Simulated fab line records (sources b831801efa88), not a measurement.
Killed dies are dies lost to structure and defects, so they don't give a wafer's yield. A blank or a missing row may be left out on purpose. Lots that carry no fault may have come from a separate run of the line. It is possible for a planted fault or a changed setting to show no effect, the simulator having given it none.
A lot that was struck, set against a sound lot	flow sky130	14 out of 708 route steps
Sound: these wafers, L284.1, L284.3, L284.6. Wafers L282.1, L282.3, L282.4 were the ones struck. The cause comes at the end.
Each step with rows lists, per side, the tool, then ch with its chambers, then its first start. Under that, the readings that differ: sound wafers	struck wafers	difference of the means	sigmas: that difference in standard deviations of wafers without a fault.
alike: same words and numbers on both sides, and readings whose means sit less than 2 such deviations apart. not compared: any withheld reading, any reading some wafer has no value for, any bound like >300 that may hide the same value, and any number with overlapping values for which the record gives no deviation.
A row with sigmas, a row that says differs or no value, or rows on one side alone: a step with any of these is where the two part. Non-overlapping numbers with no deviation appear without sigmas and do not part them. A reading missing from all wafers of one side parts the sides only when that side holds two or more wafers.

first, 7 steps without rows for these wafers: SKY_METAL1_HMDS_08 (prime time 60 s); SKY_METAL1_COAT_09 (resist thk 60 nm); SKY_METAL1_COAT_10 (resist thk 450 nm); SKY_METAL1_SOFTBAKE_11 (time 90 s); SKY_METAL1_EXPOSE_12 (exposes mask MM1, target cd 140 nm); SKY_METAL1_PEB_13; SKY_METAL1_DEVELOP_14 (develop time 60 s).
SKY_METAL1_CD_MEAS_15: target cd 140 nm.
  sound: cdSem-01 at day 36 16:25; struck: cdSem-02 at day 36 06:17
  alike: cdNm
SKY_METAL1_OVL_MEAS_16:
  sound: overlay-02 at day 36 16:32; struck: overlay-02 at day 36 06:25
  alike: METAL1_OVL
SKY_METAL1_DESCUM_17: chemistry O2, time 8 s.
  sound on rieMetal-02 ch 0,1, day 36 16:34; struck on rieMetal-03 ch 0,1, day 36 06:26
  alike: drypumpMotorCurrentA, oesProductAu
  not compared: rfHoursCounterH
SKY_METAL1_ETCH_18: etches BARC in N2/H2, stops on SiO2, time 45.9 s, target depth 60 nm.
  sound on rieMetal-02 ch 0,1, day 36 16:35; struck on rieMetal-03 ch 0,1, day 36 06:28
  alike: drypumpMotorCurrentA, oesProductAu, throttleValvePct
  not compared: rfHoursCounterH
SKY_METAL1_METAL_ETCH_19: etches the open film in Cl2/BCl3, stops on SiO2, target depth 360 nm, time 78 s.
  sound on rieMetal-02 ch 0,1, day 36 16:40; struck on rieMetal-03 ch 0,1, day 36 06:32
  alike: drypumpMotorCurrentA, oesProductAu, throttleValvePct
  not compared: rfHoursCounterH
SKY_METAL1_STRIP_20: strips in O2/N2.
  sound on plasmaAsher-01 ch 0,1, day 36 16:45; struck on plasmaAsher-03 ch 0,1, day 36 06:38
  no value came back on the struck wafers for chamberPressureMTorr (mTorr), drypumpMotorCurrentA (A), oesProductAu (a.u.), stripTimeToEndpointS (s); on the sound wafers chamberPressureMTorr (mTorr) reads 1501.6 1499.3 1498.1
reading	sound	struck	difference	sigmas
model.KrF-thick_of_METAL1_COAT_10.thkNm (nm)	0 0 0	164.1 163 161.8	+163.0	
  not compared: rfHoursCounterH
then, 1 step without rows for these wafers: SKY_METAL1_STRIP_21 (strips in post etch residue remover, time 1200 s).

== WHERE THEY PART ==
SKY_METAL1_STRIP_20 only, going by this record.

WHY: whatever the simulator had introduced
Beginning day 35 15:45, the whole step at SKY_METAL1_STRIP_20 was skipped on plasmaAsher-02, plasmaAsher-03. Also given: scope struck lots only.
